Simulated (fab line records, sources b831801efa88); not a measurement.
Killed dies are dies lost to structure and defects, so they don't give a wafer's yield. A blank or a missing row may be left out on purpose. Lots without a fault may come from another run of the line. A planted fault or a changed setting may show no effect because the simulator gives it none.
Which tool did it? | flow gf180mcu | 12 lots, 36 wafers sampled, at 4 steps of a route of 602

WHAT THE GAUGES READ, wafer by wafer
GF_STI_THK_MEAS_04.
lot  | measured    | on            | STI_CVD_03_THK (nm)
L601 | day 1 14:04 | film_metro-03 | 211.3 209.6 210.5
L602 | day 1 18:34 | film_metro-03 | 208.1 206.3 208.0
L603 | day 1 23:34 | film_metro-03 | 206.8 206.7 205.7
L604 | day 2 04:47 | film_metro-03 | 205.5 207.0 205.5
L605 | day 2 10:04 | film_metro-02 | 207.3 208.3 205.8
L606 | day 2 14:34 | film_metro-03 | 207.2 207.2 205.3
L607 | day 2 20:37 | film_metro-01 | 206.9 207.5 206.7
L608 | day 3 00:34 | film_metro-01 | 207.2 208.2 207.1
L612 | day 3 20:59 | film_metro-03 | 209.6 208.6 208.1
L613 | day 4 04:19 | film_metro-03 | 212.4 210.2 209.3
L614 | day 4 07:37 | film_metro-01 | 208.0 208.9 208.5
L615 | day 4 11:34 | film_metro-03 | 208.2 208.1 208.0

GF_VT_IMPLANT_TW_MEAS_10.
lot  | measured    | on            | VT_IMPLANT_TW
L601 | day 5 17:27 | film_metro-03 | 564 563 561
L602 | day 5 22:36 | film_metro-04 | 578 577 577
L603 | day 6 03:57 | film_metro-04 | 571 574 577
L604 | day 6 09:53 | film_metro-03 | 568 563 565
L605 | day 6 17:28 | film_metro-04 | 573 572 577
L606 | day 6 21:28 | film_metro-02 | 561 560 562
L607 | day 7 07:25 | film_metro-04 | 569 570 571
L608 | day 7 10:55 | film_metro-03 | 558 559 560
L612 | day 8 10:43 | film_metro-02 | 567 565 567
L613 | day 8 22:08 | film_metro-04 | 370 371 372
L614 | day 8 23:40 | film_metro-03 | 364 364 363
L615 | day 9 05:31 | film_metro-04 | 373 373 372

WHICH TOOL RAN EACH LOT (tool, then ch and the chambers of the sampled wafers, then the start)
lot  | GF_STI_CMP_25                | GF_VT_IMPLANT_IMPLANT_08
L601 | cmp-01 ch 0,2, day 2 04:05   | implanter-01 ch 0, day 5 17:12
L602 | cmp-01 ch 1,2,3, day 2 09:10 | implanter-02 ch 0, day 5 22:21
L603 | cmp-01 ch 0,2,3, day 2 13:50 | implanter-01 ch 0, day 6 03:42
L604 | cmp-01 ch 1,2, day 2 19:31   | implanter-01 ch 0, day 6 09:41
L605 | cmp-01 ch 0,1, day 3 00:51   | implanter-03 ch 0, day 6 17:13
L606 | cmp-02 ch 1,2,3, day 3 04:58 | implanter-02 ch 0, day 6 21:13
L607 | cmp-01 ch 0,1,2, day 3 11:20 | implanter-02 ch 0, day 7 07:10
L608 | cmp-02 ch 1,2,3, day 3 15:29 | implanter-02 ch 0, day 7 10:40
L612 | cmp-01 ch 1,2,3, day 4 12:11 | implanter-02 ch 0, day 8 10:30
L613 | cmp-02 ch 0,1, day 4 20:18   | implanter-02 ch 0, day 8 21:56
L614 | cmp-01 ch 1,2,3, day 5 00:14 | implanter-01 ch 0, day 8 23:25
L615 | cmp-02 ch 1,2, day 5 03:53   | implanter-01 ch 0, day 9 05:16
- GF_STI_CMP_25: polishes, stops on Si3N4, t overpolish 33 s, target thk 524.6 nm.
- GF_VT_IMPLANT_IMPLANT_08

WHAT THE TOOLS THEMSELVES READ (means of the sampled wafers that have a number; where no wafer has one, the mark that the record gives instead)
GF_STI_CMP_25.
lot  | tool   | motor_current_A (A) | overpolish_run_s (s) | platen_rpm (rpm) | time_to_endpoint_s (s)
L601 | cmp-01 | 12.5                | 33.007               | 59.97            | 123
L602 | cmp-01 | 12.4                | 32.998               | 60.04            | 122
L603 | cmp-01 | 12.7                | 33.000               | 60.03            | 125
L604 | cmp-01 | 11.8                | 32.997               | 60.00            | 125
L605 | cmp-01 | 11.4                | 32.999               | 60.01            | 128
L606 | cmp-02 | 11.5                | 33.006               | 60.00            | 122
L607 | cmp-01 | 12.1                | 32.999               | 60.05            | 133
L608 | cmp-02 | 11.7                | 32.995               | 60.00            | 127
L612 | cmp-01 | 12.5                | 33.005               | 59.98            | 127
L613 | cmp-02 | 10.8                | 33.011               | 60.00            | 119
L614 | cmp-01 | 12.5                | 33.006               | 60.01            | 126
L615 | cmp-02 | 11.9                | 33.000               | 60.01            | 121

THE ANSWER, worked out from the rows above alone
Rule: what is usual is taken from the lots themselves. Put in order of their means at a reading, lots are off if they are a third of the lots or fewer, leave a main group of 4 or more, and stand apart from it by a gap of 3 or more times the standard deviation of the main group's means; of several such gaps the widest counts. A main group whose means are all the same, to the digits that the tables above print for the reading, isn't used. A lot without any number at a reading at which 4 lots or more have one is off too. The other lots that the step has rows for count as sound. The gauges are gone through in route order, then the tools' own readings, and for those a lot's mean is taken as printed above. The first step at which some lot is off is used, and at that step the reading that is off furthest; a lot without a number counts as furthest.
Off: L613, L614, L615, at GF_VT_IMPLANT_TW_MEAS_10 (VT_IMPLANT_TW). The main group: mean 568, standard deviation 6.1.
A tool fits if, at a process step before that reading, it ran every lot that is off, and no sound lot after the first of them. The gauges at GF_VT_IMPLANT_TW_MEAS_10 are tried like those tools. None of those tried fits.

WHAT THE SIMULATOR HAD PUT IN
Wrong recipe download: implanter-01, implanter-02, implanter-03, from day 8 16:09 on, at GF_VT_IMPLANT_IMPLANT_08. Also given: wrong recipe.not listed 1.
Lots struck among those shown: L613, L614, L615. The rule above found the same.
